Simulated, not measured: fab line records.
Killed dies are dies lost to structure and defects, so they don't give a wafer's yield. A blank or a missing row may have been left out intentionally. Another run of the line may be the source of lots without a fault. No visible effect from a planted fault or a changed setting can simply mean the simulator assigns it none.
fab line records	flow gf180mcu
record lots=24	wafers=72	last-day=34
route steps=602 shown DUAL_GATE@144 SAB@264 M1@315 V5@544 TOP_METAL@567
lots untouched by any fault: they come from a run of this same line in which no faults occurred
start-h: start of the lot's first displayed wafer, in hours after the record's first day	wait-h: time in hours since the lot's previous step	" the same as in the row above	L1.1+2: one row covering several wafers at once	- value missing, or start not given	* or withheld: withheld	< > ~ a bound
route shown NAME@n: NAME is a module with steps in the file, n the number in the route of the first one	usual: mean/standard deviation of fault-free wafers	same: alike in all rows	chamber/n: place in a boat	sites: readings site by site	_std_site: the standard deviation of these	_edge_site: mean of outer sites minus mean of inner sites	radius-mm: for every site, how far away it sits from the centre of the wafer	mask NAME#n: copy n	behind: the tool/chamber that last shaped the wafer	hold: the reason the lot was held/the length of the hold in hours/how it ended	device: names the non-switching transistor (n, p or np)	end of line: the route-end tests of the same wafers	for a step that has no rows: nothing shown but its recipe	killed: the dies lost at the first sort to structure and to defects; this is not the yield of the wafer	map: shows each die of a wafer: x if killed, . if not, _ if none is there
set.NAME: the run value of the setting; set.NAME@STEP: its run value at that earlier step	model.NAME: the simulator's own value behind a step, which no gauge read
a sample of lots followed through the steps of the route, with each step as a table and each wafer as a row
services: the hour from which a tool's chamber was out of use, counted from the record's first day as start-h (under 0 if before that day), plus the number of hours and why
## steps
# step GF_DUAL_GATE_THK_MEAS_03
# recipe reads=SiO2_of_DUAL_GATE_OXIDATION_02
# usual DUAL_GATE_OXIDATION_00_THK=10.88/0.21
lot.wafer	tool	chamber	start-h	wait-h	DUAL_GATE_OXIDATION_00_THK[nm]
L074.2	film-metro-04	-	156.95	0.0	10.68
L074.4	"	-	"	"	10.81
L074.6	"	-	"	"	11.03
L075.1	film-metro-02	-	163.63	0.0	11.10
L075.3	"	-	"	"	11.35
L075.6	"	-	"	"	11.27
L076.3	film-metro-01	-	173.97	0.0	10.68
L076.5	"	-	"	"	10.74
L076.6	"	-	"	"	10.64
L077.1	film-metro-04	-	184.23	0.0	10.81
L077.2	"	-	"	"	11.01
L077.4	"	-	"	"	11.07
L078.2	film-metro-02	-	192.09	0.0	11.09
L078.5	"	-	"	"	11.16
L078.6	"	-	"	"	10.70
L079.3	film-metro-04	-	195.42	0.0	11.05
L079.4	"	-	"	"	10.84
L079.5	"	-	"	"	10.92
L080.2	film-metro-04	-	203.98	0.0	10.95
L080.4	"	-	"	"	10.94
L080.6	"	-	"	"	10.95
L081.1	film-metro-04	-	212.66	0.0	11.00
L081.2	"	-	"	"	10.91
L081.5	"	-	"	"	10.86
L082.2	film-metro-04	-	213.16	0.0	10.62
L082.3	"	-	"	"	10.69
L082.4	"	-	"	"	10.52
L083.1	film-metro-04	-	220.81	0.0	10.73
L083.4	"	-	"	"	10.99
L083.5	"	-	"	"	10.75
L084.1	film-metro-04	-	225.48	0.0	10.69
L084.4	"	-	"	"	10.70
L084.5	"	-	"	"	10.76
L085.1	film-metro-01	-	234.59	0.0	10.44
L085.2	"	-	"	"	10.22
L085.4	"	-	"	"	10.37
L086.1	film-metro-02	-	243.14	0.0	10.83
L086.4	"	-	"	"	10.96
L086.5	"	-	"	"	10.96
L087.3	film-metro-04	-	246.57	0.0	10.59
L087.4	"	-	"	"	10.71
L087.5	"	-	"	"	10.41
L088.1	film-metro-01	-	251.89	0.0	10.91
L088.3	"	-	"	"	11.23
L088.6	"	-	"	"	10.95
L089.1	film-metro-04	-	259.37	0.0	11.06
L089.3	"	-	"	"	11.03
L089.5	"	-	"	"	11.01
L090.3	film-metro-04	-	269.37	0.0	11.05
L090.5	"	-	"	"	11.16
L090.6	"	-	"	"	11.12
L091.1	film-metro-02	-	274.51	0.0	11.06
L091.2	"	-	"	"	10.95
L091.6	"	-	"	"	11.26
L092.1	film-metro-01	-	281.99	0.0	10.86
L092.2	"	-	"	"	10.83
L092.6	"	-	"	"	10.73
L093.1	film-metro-02	-	288.98	0.0	11.22
L093.3	"	-	"	"	11.05
L093.5	"	-	"	"	11.21
L094.1	film-metro-02	-	298.41	0.0	10.54
L094.4	"	-	"	"	10.59
L094.6	"	-	"	"	10.51
L095.1	film-metro-04	-	301.49	0.0	10.98
L095.4	"	-	"	"	11.08
L095.6	"	-	"	"	11.19
L096.1	film-metro-01	-	307.28	0.0	10.96
L096.4	"	-	"	"	10.99
L096.5	"	-	"	"	10.79
L097.2	film-metro-04	-	313.80	0.0	10.84
L097.3	"	-	"	"	10.89
L097.4	"	-	"	"	10.88
# step GF_SAB_CVD_00
# recipe material=SiO2	target-thk-nm=50	precursor=TEOS	temp-c=400	time-s=4.9302	rf-w=600
# usual heater-power-outer-w=405/73	heater-power-w=680/100	rf-fwd-power-W=589/3.1
lot.wafer	tool	chamber	start-h	wait-h	heater-power-outer-w	heater-power-w	rf-fwd-power-W	since-wet-clean-h
L074.2	pecvd-03	0	311.72	0.1	361	571	583	776
L074.4	"	2	"	"	381	638	592	-
L074.6	"	1	"	"	317	608	589	-
L075.1	pecvd-03	2	321.31	0.1	357	605	591	785
L075.3	"	0	"	"	367	591	582	785
L075.6	"	0	"	"	364	595	585	-
L076.3	pecvd-01	1	336.86	0.1	458	757	590	370
L076.5	"	2	"	"	327	539	587	-
L076.6	"	1	"	"	471	754	586	-
L077.1	pecvd-03	0	348.26	0.1	364	574	583	812
L077.2	"	2	"	"	405	687	590	812
L077.4	"	2	"	"	401	704	588	-
L078.2	pecvd-04	0	353.54	0.1	569	921	586	595
L078.5	"	2	"	"	263	521	590	-
L078.6	"	1	"	"	378	640	594	-
L079.3	pecvd-01	0	364.54	0.1	465	740	584	398
L079.4	"	2	"	"	371	612	591	-
L079.5	"	0	"	"	483	751	587	-
L080.2	pecvd-01	2	372.00	0.1	301	520	592	406
L080.4	"	2	"	"	310	522	592	-
L080.6	"	0	"	"	449	703	587	-
L081.1	pecvd-01	0	386.36	0.1	473	706	585	420
L081.2	"	2	"	"	335	555	591	420
L081.5	"	0	"	"	466	746	587	-
L082.2	pecvd-04	2	386.62	0.1	367	648	590	628
L082.3	"	0	"	"	592	954	583	628
L082.4	"	0	"	"	583	932	582	-
L083.1	pecvd-04	2	392.12	0.1	362	643	592	634
L083.4	"	1	"	"	438	708	589	-
L083.5	"	0	"	"	559	902	589	-
L084.1	pecvd-04	1	400.01	0.1	441	705	590	642
L084.4	"	1	"	"	439	713	591	-
L084.5	"	2	"	"	359	650	592	-
L085.1	pecvd-01	0	410.19	0.1	478	747	584	444
L085.2	"	1	"	"	463	770	590	444
L085.4	"	2	"	"	395	626	593	-
L086.1	pecvd-04	0	420.74	0.1	560	891	584	663
L086.4	"	1	"	"	437	722	594	-
L086.5	"	2	"	"	347	642	592	-
L087.3	pecvd-03	1	429.52	0.1	312	585	590	47
L087.4	"	1	"	"	318	590	591	-
L087.5	"	2	"	"	394	641	589	-
L088.1	pecvd-03	1	435.67	0.1	370	664	587	53
L088.3	"	2	"	"	410	687	592	53
L088.6	"	1	"	"	368	664	589	-
L089.1	pecvd-03	2	445.97	0.1	414	696	590	63
L089.3	"	1	"	"	381	682	590	63
L089.5	"	0	"	"	306	537	588	-
L090.3	pecvd-04	1	457.21	0.1	449	737	590	699
L090.5	"	0	"	"	505	860	586	-
L090.6	"	2	"	"	350	626	592	-
L091.1	pecvd-04	2	462.58	0.1	327	612	595	704
L091.2	"	1	"	"	435	698	590	704
L091.6	"	0	"	"	570	963	584	-
L092.1	pecvd-04	0	474.65	0.1	553	900	587	717
L092.2	"	1	"	"	391	666	591	717
L092.6	"	2	"	"	354	642	593	-
L093.1	pecvd-01	1	478.25	0.1	375	663	589	512
L093.3	"	0	"	"	455	718	586	512
L093.5	"	0	"	"	473	726	588	-
L094.1	pecvd-01	1	492.28	0.1	471	775	588	526
L094.4	"	1	"	"	461	766	589	-
L094.6	"	0	"	"	417	678	585	-
L095.1	pecvd-03	1	498.52	0.1	306	576	590	116
L095.4	"	0	"	"	364	607	586	-
L095.6	"	2	"	"	413	664	591	-
L096.1	pecvd-03	1	502.93	0.1	302	598	588	120
L096.4	"	0	"	"	364	595	585	-
L096.5	"	1	"	"	311	610	590	-
L097.2	pecvd-01	2	505.70	0.1	302	500	589	539
L097.3	"	0	"	"	477	737	588	539
L097.4	"	0	"	"	466	743	585	-
# step GF_SAB_STRIP_13
# recipe chemistry=O2/N2	power-w=1400	pressure-mtorr=1500	platen-temp-c=250	o2-flow-sccm=3000	n2-flow-sccm=300	overash-fraction=0.5
# usual drypump-motor-current-A=5.91/0.29	heater-power-w=333/22	oes-product-au=0.710/0.0048	strip-time-to-endpoint-s=12.61/0.036
# same overash-fraction=0.5
lot.wafer	tool	chamber	start-h	wait-h	drypump-motor-current-A	heater-power-w	oes-product-au	rf-hours-counter-h	strip-time-to-endpoint-s
L074.2	plasma-asher-01	1	331.97	0.0	6.08	309	0.709	54	12.68
L074.4	"	1	"	"	6.10	304	0.709	-	12.65
L074.6	"	1	"	"	6.08	314	0.713	-	12.63
L075.1	plasma-asher-02	0	341.90	0.0	5.84	306	0.715	23	12.60
L075.3	"	1	"	"	6.38	354	0.707	-	12.61
L075.6	"	0	"	"	5.83	303	0.707	-	12.58
L076.3	plasma-asher-01	1	358.72	0.0	6.06	307	0.711	-	12.59
L076.5	"	1	"	"	6.07	307	0.712	-	12.58
L076.6	"	0	"	"	5.57	350	0.701	-	12.54
L077.1	plasma-asher-03	0	370.55	0.0	6.08	315	0.716	71	12.62
L077.2	"	1	"	"	5.54	372	0.710	71	12.60
L077.4	"	1	"	"	5.55	367	0.710	-	12.59
L078.2	plasma-asher-01	0	375.93	0.0	5.54	352	0.707	59	12.59
L078.5	"	0	"	"	5.57	351	0.711	-	12.58
L078.6	"	1	"	"	6.06	306	0.706	-	12.57
L079.3	plasma-asher-03	0	387.63	0.0	6.04	319	0.708	-	12.60
L079.4	"	1	"	"	5.55	357	0.719	-	12.58
L079.5	"	0	"	"	6.02	321	0.711	-	12.59
L080.2	plasma-asher-01	0	395.00	0.0	5.56	356	0.709	61	12.64
L080.4	"	1	"	"	6.07	305	0.708	-	12.65
L080.6	"	0	"	"	5.54	366	0.705	-	12.65
L081.1	plasma-asher-02	0	409.91	0.0	5.84	303	0.708	30	12.60
L081.2	"	1	"	"	6.35	347	0.706	30	12.64
L081.5	"	0	"	"	5.84	307	0.709	-	12.62
L082.2	plasma-asher-03	1	410.20	0.0	5.57	368	0.703	75	12.64
L082.3	"	1	"	"	5.55	366	0.713	-	12.64
L082.4	"	0	"	"	6.10	313	0.706	-	12.64
L083.1	plasma-asher-02	1	415.12	0.0	6.35	348	0.717	30	12.59
L083.4	"	0	"	"	5.85	301	0.701	-	12.60
L083.5	"	0	"	"	5.85	308	0.711	-	12.60
L084.1	plasma-asher-01	0	423.77	0.0	5.52	345	0.711	64	12.63
L084.4	"	1	"	"	6.09	308	0.716	-	12.62
L084.5	"	0	"	"	5.53	349	0.708	-	12.62
L085.1	plasma-asher-03	0	433.80	0.0	6.07	329	0.702	0	12.59
L085.2	"	1	"	"	5.53	357	0.709	0	12.59
L085.4	"	1	"	"	5.55	353	0.712	-	12.57
L086.1	plasma-asher-01	1	445.61	0.0	6.08	311	0.714	67	12.57
L086.4	"	0	"	"	5.58	347	0.713	-	12.55
L086.5	"	0	"	"	5.59	357	0.707	-	12.55
L087.3	plasma-asher-03	1	454.15	0.0	5.52	355	0.714	-	12.59
L087.4	"	0	"	"	6.10	333	0.711	-	12.58
L087.5	"	0	"	"	6.09	317	0.707	-	12.61
L088.1	plasma-asher-02	0	460.43	0.0	5.86	311	0.704	35	12.58
L088.3	"	0	"	"	5.84	304	0.713	-	12.58
L088.6	"	0	"	"	5.84	310	0.702	-	12.59
L089.1	plasma-asher-01	0	470.52	0.0	5.55	349	0.710	70	12.63
L089.3	"	1	"	"	6.07	310	0.713	-	12.64
L089.5	"	0	"	"	5.55	343	0.709	-	12.61
L090.3	plasma-asher-03	0	481.61	0.0	6.10	323	0.720	-	12.63
L090.5	"	1	"	"	5.54	355	0.699	-	12.58
L090.6	"	0	"	"	6.11	327	0.713	-	12.60
L091.1	plasma-asher-02	0	487.26	0.0	5.87	303	0.701	38	12.63
L091.2	"	1	"	"	6.33	353	0.716	38	12.61
L091.6	"	0	"	"	5.86	306	0.714	-	12.64
L092.1	plasma-asher-02	0	498.66	0.0	5.84	308	0.707	39	12.56
L092.2	"	1	"	"	6.35	347	0.714	39	12.56
L092.6	"	0	"	"	5.87	317	0.709	-	12.59
L093.1	plasma-asher-02	0	502.03	0.0	5.85	307	0.709	39	12.64
L093.3	"	0	"	"	5.86	312	0.697	-	12.62
L093.5	"	0	"	"	5.84	306	0.720	-	12.57
L094.1	plasma-asher-03	0	515.85	0.0	6.07	323	0.701	8	12.62
L094.4	"	1	"	"	5.56	362	0.711	-	12.65
L094.6	"	0	"	"	6.09	333	0.716	-	12.64
L095.1	plasma-asher-01	0	522.32	0.0	5.57	355	0.703	76	12.57
L095.4	"	0	"	"	5.57	345	0.715	-	12.52
L095.6	"	1	"	"	6.08	315	0.719	-	12.55
L096.1	plasma-asher-02	1	526.09	0.0	6.39	352	0.712	42	12.64
L096.4	"	0	"	"	5.84	319	0.704	-	12.64
L096.5	"	0	"	"	5.86	303	0.703	-	12.63
L097.2	plasma-asher-01	1	529.11	0.0	6.08	310	0.705	76	12.66
L097.3	"	0	"	"	5.56	351	0.703	-	12.67
L097.4	"	1	"	"	6.08	306	0.711	-	12.67
# step GF_M1_SPUTTER_00
# recipe material=Ti	target-thk-nm=37.5	arriving-ion-energy-ev=80	substrate-temp-c=200	chamber-pressure-pa=2	power-w=4000	time-s=150
# usual throttle-valve-pct=29.2/0.91
lot.wafer	tool	chamber	start-h	wait-h	throttle-valve-pct
L074.2	pvd-sputter-03	-	355.55	0.2	28.9
L074.4	"	-	"	"	29.7
L074.6	"	-	"	"	30.7
L075.1	pvd-sputter-03	-	365.94	0.2	28.6
L075.3	"	-	"	"	30.6
L075.6	"	-	"	"	28.9
L076.3	pvd-sputter-01	-	383.90	0.2	30.4
L076.5	"	-	"	"	29.3
L076.6	"	-	"	"	30.5
L077.1	pvd-sputter-04	-	395.76	0.1	28.8
L077.2	"	-	"	"	29.2
L077.4	"	-	"	"	30.4
L078.2	pvd-sputter-01	-	401.38	0.1	28.6
L078.5	"	-	"	"	29.3
L078.6	"	-	"	"	30.3
L079.3	pvd-sputter-04	-	413.18	0.1	28.7
L079.4	"	-	"	"	30.1
L079.5	"	-	"	"	29.8
L080.2	pvd-sputter-04	-	421.42	0.2	30.0
L080.4	"	-	"	"	29.3
L080.6	"	-	"	"	29.7
L081.1	pvd-sputter-01	-	436.27	0.2	27.5
L081.2	"	-	"	"	29.4
L081.5	"	-	"	"	27.4
L082.2	pvd-sputter-03	-	436.39	0.2	28.8
L082.3	"	-	"	"	28.8
L082.4	"	-	"	"	31.0
L083.1	pvd-sputter-03	-	441.74	0.1	28.8
L083.4	"	-	"	"	30.5
L083.5	"	-	"	"	30.7
L084.1	pvd-sputter-01	-	451.70	0.2	29.6
L084.4	"	-	"	"	30.6
L084.5	"	-	"	"	27.4
L085.1	pvd-sputter-04	-	460.85	0.1	28.7
L085.2	"	-	"	"	29.1
L085.4	"	-	"	"	29.8
L086.1	pvd-sputter-01	-	473.34	0.1	29.3
L086.4	"	-	"	"	30.3
L086.5	"	-	"	"	27.5
L087.3	pvd-sputter-03	-	481.26	0.2	30.6
L087.4	"	-	"	"	28.7
L087.5	"	-	"	"	29.6
L088.1	pvd-sputter-01	-	486.96	0.1	28.9
L088.3	"	-	"	"	27.4
L088.6	"	-	"	"	27.3
L089.1	pvd-sputter-03	-	496.55	0.1	29.5
L089.3	"	-	"	"	28.9
L089.5	"	-	"	"	28.9
L090.3	pvd-sputter-03	-	507.79	0.2	28.7
L090.5	"	-	"	"	29.0
L090.6	"	-	"	"	30.9
L091.1	pvd-sputter-03	-	514.18	0.2	29.0
L091.2	"	-	"	"	29.0
L091.6	"	-	"	"	29.5
L092.1	pvd-sputter-01	-	525.08	0.2	27.6
L092.2	"	-	"	"	29.2
L092.6	"	-	"	"	29.4
L093.1	pvd-sputter-04	-	527.48	0.1	29.1
L093.3	"	-	"	"	29.9
L093.5	"	-	"	"	29.2
L094.1	pvd-sputter-04	-	541.22	0.2	28.7
L094.4	"	-	"	"	29.8
L094.6	"	-	"	"	29.7
L095.1	pvd-sputter-01	-	548.00	0.1	28.7
L095.4	"	-	"	"	30.3
L095.6	"	-	"	"	28.7
L096.1	pvd-sputter-01	-	552.42	0.2	27.6
L096.4	"	-	"	"	29.2
L096.5	"	-	"	"	30.5
L097.2	pvd-sputter-01	-	554.73	0.2	27.3
L097.3	"	-	"	"	30.5
L097.4	"	-	"	"	29.3
# step GF_V5_CMP_04
# recipe material=SiO2	down-force-psi=4	platen-rpm=60	pad-velocity-m-s=0.94248
# usual motor-current-A=11.8/0.8
lot.wafer	tool	chamber	start-h	wait-h	motor-current-A
L074.2	cmp-02	1	600.82	0.1	11.4
L074.4	"	3	"	"	11.6
L074.6	"	1	"	"	11.3
L075.3	cmp-02	2	610.55	0.1	11.5
L075.1	"	3	"	"	12.2
L075.6	"	0	"	"	11.5
L076.3	cmp-02	0	625.46	0.2	11.7
L076.5	"	3	"	"	12.3
L076.6	"	0	"	"	11.2
L077.2	cmp-02	2	636.07	0.0	12.2
L077.4	"	3	"	"	11.9
L077.1	"	0	"	"	11.6
L078.2	cmp-02	0	644.68	0.1	11.9
L078.6	"	3	"	"	12.3
L078.5	"	0	"	"	11.3
L079.3	cmp-01	1	651.25	0.0	12.1
L079.4	"	0	"	"	13.0
L079.5	"	2	"	"	12.5
L080.4	cmp-02	3	658.86	0.3	12.3
L080.2	"	1	"	"	11.4
L080.6	"	3	"	"	12.3
L081.1	cmp-02	3	669.92	0.1	12.0
L081.2	"	0	"	"	11.6
L081.5	"	2	"	"	12.2
L082.2	cmp-02	1	672.71	0.0	11.5
L082.4	"	2	"	"	11.4
L082.3	"	3	"	"	11.4
L083.4	cmp-01	1	675.82	0.0	12.5
L083.1	"	2	"	"	12.4
L083.5	"	2	"	"	12.2
L084.1	cmp-01	2	681.86	0.1	12.9
L084.4	"	0	"	"	12.7
L084.5	"	1	"	"	12.1
L085.1	cmp-02	3	696.35	0.1	11.9
L085.2	"	0	"	"	11.5
L085.4	"	1	"	"	11.3
L086.4	cmp-01	2	699.79	0.0	12.5
L086.1	"	3	"	"	10.3
L086.5	"	3	"	"	10.4
L087.4	cmp-02	0	707.11	0.1	11.8
L087.3	"	2	"	"	11.3
L087.5	"	0	"	"	11.8
L088.1	cmp-01	0	708.51	0.1	12.9
L088.3	"	1	"	"	12.9
L088.6	"	0	"	"	13.2
L089.3	cmp-02	0	716.73	0.0	11.9
L089.1	"	1	"	"	11.6
L089.5	"	0	"	"	11.6
L090.3	cmp-02	3	727.25	0.2	12.5
L090.5	"	0	"	"	10.9
L090.6	"	1	"	"	11.6
L091.2	cmp-01	2	731.62	0.1	12.3
L091.1	"	0	"	"	12.9
L091.6	"	1	"	"	12.8
L092.2	cmp-02	1	738.49	0.0	11.1
L092.1	"	0	"	"	11.1
L092.6	"	2	"	"	11.1
L093.1	cmp-01	1	742.83	0.1	13.3
L093.3	"	3	"	"	10.3
L093.5	"	1	"	"	12.6
L094.4	cmp-01	2	749.74	0.3	12.3
L094.1	"	3	"	"	10.2
L094.6	"	3	"	"	10.5
L095.1	cmp-01	2	755.47	0.1	12.8
L095.4	"	3	"	"	10.4
L095.6	"	1	"	"	12.6
L096.4	cmp-01	1	759.22	0.1	13.3
L096.1	"	2	"	"	12.5
L096.5	"	3	"	"	10.4
L097.2	cmp-02	3	763.05	0.7	12.1
L097.3	"	1	"	"	11.1
L097.4	"	2	"	"	11.5
# step GF_TOP_METAL_SPUTTER_00
# recipe material=Ti	target-thk-nm=37.5	arriving-ion-energy-ev=80	substrate-temp-c=200	chamber-pressure-pa=2	power-w=4000	time-s=150
# usual throttle-valve-pct=29.3/0.91
lot.wafer	tool	chamber	start-h	wait-h	throttle-valve-pct
L074.2	pvd-sputter-03	-	623.49	0.1	28.7
L074.4	"	-	"	"	29.4
L074.6	"	-	"	"	29.7
L075.1	pvd-sputter-03	-	632.22	0.2	28.7
L075.3	"	-	"	"	29.1
L075.6	"	-	"	"	29.7
L076.3	pvd-sputter-03	-	647.58	0.1	29.1
L076.5	"	-	"	"	30.9
L076.6	"	-	"	"	29.0
L077.1	pvd-sputter-01	-	657.19	0.2	29.4
L077.2	"	-	"	"	30.4
L077.4	"	-	"	"	27.5
L078.2	pvd-sputter-03	-	666.23	0.2	28.9
L078.5	"	-	"	"	28.7
L078.6	"	-	"	"	30.6
L079.3	pvd-sputter-01	-	672.75	0.2	29.4
L079.4	"	-	"	"	27.4
L079.5	"	-	"	"	30.2
L080.2	pvd-sputter-03	-	678.76	0.2	30.8
L080.4	"	-	"	"	28.9
L080.6	"	-	"	"	29.0
L081.1	pvd-sputter-03	-	690.73	0.1	29.6
L081.2	"	-	"	"	29.2
L081.5	"	-	"	"	29.6
L082.2	pvd-sputter-03	-	692.86	0.1	29.0
L082.3	"	-	"	"	29.7
L082.4	"	-	"	"	30.6
L083.1	pvd-sputter-03	-	696.46	0.2	28.9
L083.4	"	-	"	"	30.6
L083.5	"	-	"	"	30.6
L084.1	pvd-sputter-03	-	702.38	0.1	28.9
L084.4	"	-	"	"	29.0
L084.5	"	-	"	"	29.7
L085.1	pvd-sputter-03	-	716.21	0.1	28.7
L085.2	"	-	"	"	29.8
L085.4	"	-	"	"	30.5
L086.1	pvd-sputter-01	-	720.23	0.2	29.3
L086.4	"	-	"	"	28.9
L086.5	"	-	"	"	28.7
L087.3	pvd-sputter-02	-	726.86	0.2	28.6
L087.4	"	-	"	"	30.5
L087.5	"	-	"	"	30.6
L088.1	pvd-sputter-03	-	728.68	0.1	28.8
L088.3	"	-	"	"	30.8
L088.6	"	-	"	"	28.8
L089.1	pvd-sputter-01	-	736.09	0.2	29.3
L089.3	"	-	"	"	27.5
L089.5	"	-	"	"	30.4
L090.3	pvd-sputter-01	-	746.39	0.1	30.6
L090.5	"	-	"	"	30.3
L090.6	"	-	"	"	28.9
L091.1	pvd-sputter-01	-	749.74	0.2	28.6
L091.2	"	-	"	"	30.4
L091.6	"	-	"	"	28.5
L092.1	pvd-sputter-03	-	758.22	0.2	29.5
L092.2	"	-	"	"	30.9
L092.6	"	-	"	"	29.5
L093.1	pvd-sputter-01	-	761.25	0.1	27.2
L093.3	"	-	"	"	28.7
L093.5	"	-	"	"	30.4
L094.1	pvd-sputter-02	-	768.13	0.1	29.1
L094.4	"	-	"	"	30.8
L094.6	"	-	"	"	29.7
L095.1	pvd-sputter-01	-	772.58	0.2	27.2
L095.4	"	-	"	"	29.3
L095.6	"	-	"	"	29.0
L096.1	pvd-sputter-02	-	776.68	0.1	30.7
L096.4	"	-	"	"	29.7
L096.5	"	-	"	"	28.7
L097.2	pvd-sputter-01	-	780.90	0.2	29.4
L097.3	"	-	"	"	27.4
L097.4	"	-	"	"	28.7
## services
tool	chamber	start-h	hours	kind
pvd-sputter-01	-	299.29	0.8	repair
cmp-02	-	306.60	1.3	repair
pvd-sputter-01	-	338.51	1.3	repair
cmp-02	-	380.17	5.8	pm
cmp-02	-	404.22	4.0	pm
cmp-01	-	425.39	4.7	repair
cmp-01	-	451.68	2.1	repair
pvd-sputter-03	-	467.61	10.1	repair
pvd-sputter-01	-	497.76	3.2	repair
cmp-02	-	501.17	1.5	repair
pvd-sputter-01	-	514.59	2.9	repair
pvd-sputter-03	-	535.00	60.1	repair
pvd-sputter-01	-	539.82	2.8	repair
pvd-sputter-03	-	566.19	1.2	repair
cmp-02	-	568.09	4.8	pm
cmp-01	-	572.08	4.0	pm
cmp-01	-	575.08	2.5	repair
pvd-sputter-03	-	597.70	2.3	repair
cmp-01	-	635.22	3.5	repair
cmp-02	-	687.09	3.7	repair
pvd-sputter-01	-	715.87	4.1	repair
cmp-02	-	744.22	4.0	pm
cmp-02	-	749.33	7.3	pm
pvd-sputter-03	-	779.99	3.4	repair
## key
fault none
